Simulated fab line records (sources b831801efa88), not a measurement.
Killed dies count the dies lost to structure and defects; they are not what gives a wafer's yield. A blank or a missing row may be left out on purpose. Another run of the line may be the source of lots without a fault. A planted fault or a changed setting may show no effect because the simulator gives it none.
Which of the tools did it? + flow gf180mcu + 39 wafers from 13 lots sampled at 3 of the route's 602 steps

== WHAT EACH GAUGE READ, for each wafer ==
GF_TOP_METAL_RS_MEAS_05: measures by four-point-probe.
| lot  | measured     | on           | TOP_METAL_ALCU_RS (ohm/sq) |
|------|--------------|--------------|----------------------------|
| L577 | day 27 14:05 | filmMetro-02 | 0.0327 0.0327 0.0324       |
| L578 | day 27 21:16 | filmMetro-03 | 0.0317 0.0326 0.0324       |
| L579 | day 28 10:35 | filmMetro-03 | 0.0331 0.0333 0.0334       |
| L581 | day 28 23:49 | filmMetro-03 | 0.0327 0.0324 0.0328       |
| L582 | day 29 04:20 | filmMetro-03 | 0.0327 0.0320 0.0325       |
| L583 | day 29 10:44 | filmMetro-03 | 0.0330 0.0323 0.0331       |
| L586 | day 30 15:06 | filmMetro-03 | 0.0326 0.0331 0.0329       |
| L587 | day 30 20:51 | filmMetro-02 | 0.0330 0.0338 0.0333       |
| L590 | day 31 22:04 | filmMetro-03 | 0.0320 0.0319 0.0325       |
| L594 | day 32 20:41 | filmMetro-04 | 0.0325 0.0332 0.0326       |
| L596 | day 33 03:51 | filmMetro-02 | 0.0328 0.0332 0.0331       |
| L597 | day 33 07:13 | filmMetro-02 | 0.0326 0.0327 0.0328       |
| L598 | day 33 16:01 | filmMetro-03 | 0.0326 0.0331 0.0326       |

== TOOL THAT RAN EACH LOT (tool first, then ch and the chambers of the sampled wafers, then the start) ==
| lot  | GF_V5_SPUTTER_22            | GF_TOP_METAL_SPUTTER_02     |
|------|-----------------------------|-----------------------------|
| L577 | pvdSputter-04, day 27 13:13 | pvdSputter-02, day 27 13:59 |
| L578 | pvdSputter-04, day 27 20:25 | pvdSputter-03, day 27 21:10 |
| L579 | pvdSputter-02, day 28 09:43 | pvdSputter-03, day 28 10:29 |
| L581 | pvdSputter-04, day 28 22:58 | pvdSputter-01, day 28 23:43 |
| L582 | pvdSputter-04, day 29 02:50 | pvdSputter-03, day 29 04:13 |
| L583 | pvdSputter-01, day 29 09:53 | pvdSputter-03, day 29 10:38 |
| L586 | pvdSputter-04, day 30 14:15 | pvdSputter-01, day 30 15:01 |
| L587 | pvdSputter-02, day 30 19:59 | pvdSputter-02, day 30 20:45 |
| L590 | pvdSputter-02, day 31 20:57 | pvdSputter-02, day 31 21:58 |
| L594 | pvdSputter-02, day 32 19:50 | pvdSputter-01, day 32 20:35 |
| L596 | pvdSputter-04, day 33 03:00 | pvdSputter-02, day 33 03:46 |
| L597 | pvdSputter-01, day 33 06:20 | pvdSputter-03, day 33 07:06 |
| L598 | pvdSputter-04, day 33 15:07 | pvdSputter-01, day 33 15:53 |
- GF_V5_SPUTTER_22: material TiN, target thk 10 nm, time 40 s.
- GF_TOP_METAL_SPUTTER_02: material AlCu, target thk 900 nm, time 47.82 s.

== AS READ BY THE TOOLS THEMSELVES (means over the sampled wafers that have a number; for cases with no such wafer, the mark the record gives instead) ==
GF_V5_SPUTTER_22.
| lot  | tool          | throttleValvePct (%) |
|------|---------------|----------------------|
| L577 | pvdSputter-04 | 30.5                 |
| L578 | pvdSputter-04 | 30.2                 |
| L579 | pvdSputter-02 | 30.8                 |
| L581 | pvdSputter-04 | 30.1                 |
| L582 | pvdSputter-04 | 30.8                 |
| L583 | pvdSputter-01 | 29.3                 |
| L586 | pvdSputter-04 | 31.0                 |
| L587 | pvdSputter-02 | 30.8                 |
| L590 | pvdSputter-02 | 30.6                 |
| L594 | pvdSputter-02 | 30.5                 |
| L596 | pvdSputter-04 | 30.2                 |
| L597 | pvdSputter-01 | 30.2                 |
| L598 | pvdSputter-04 | 30.0                 |

GF_TOP_METAL_SPUTTER_02.
| lot  | tool          | throttleValvePct (%) |
|------|---------------|----------------------|
| L577 | pvdSputter-02 | 30.7                 |
| L578 | pvdSputter-03 | 30.7                 |
| L579 | pvdSputter-03 | 30.7                 |
| L581 | pvdSputter-01 | 29.4                 |
| L582 | pvdSputter-03 | 30.9                 |
| L583 | pvdSputter-03 | 31.3                 |
| L586 | pvdSputter-01 | 29.7                 |
| L587 | pvdSputter-02 | 30.8                 |
| L590 | pvdSputter-02 | 30.7                 |
| L594 | pvdSputter-01 | 29.6                 |
| L596 | pvdSputter-02 | 30.7                 |
| L597 | pvdSputter-03 | 30.1                 |
| L598 | pvdSputter-01 | 29.6                 |

== THE ANSWER, worked out from the rows above alone ==
Rule: the usual values come from the lots themselves. The widest of any qualifying gaps counts: lots, ordered by their means at a reading, are off when they make up no more than a third of the lots, leave a main group of 4 or more, and stand apart from it by 3 or more times the standard deviation of that group's means. Not used: any main group whose means are identical at the precision the tables above print for the reading. A lot without any number at a reading at which 4 lots or more have one is off too. All remaining lots with rows at the step are treated as sound. First the gauges in route order, then the tools' own readings, where a lot's mean is used as printed above. The first step at which some lot is off is used, and at that step the reading that is off furthest; a lot without a number counts as furthest.
Across all readings shown, no lot is off: no conclusion can be drawn from this.

== WHAT HAD BEEN PUT IN BY THE SIMULATOR ==
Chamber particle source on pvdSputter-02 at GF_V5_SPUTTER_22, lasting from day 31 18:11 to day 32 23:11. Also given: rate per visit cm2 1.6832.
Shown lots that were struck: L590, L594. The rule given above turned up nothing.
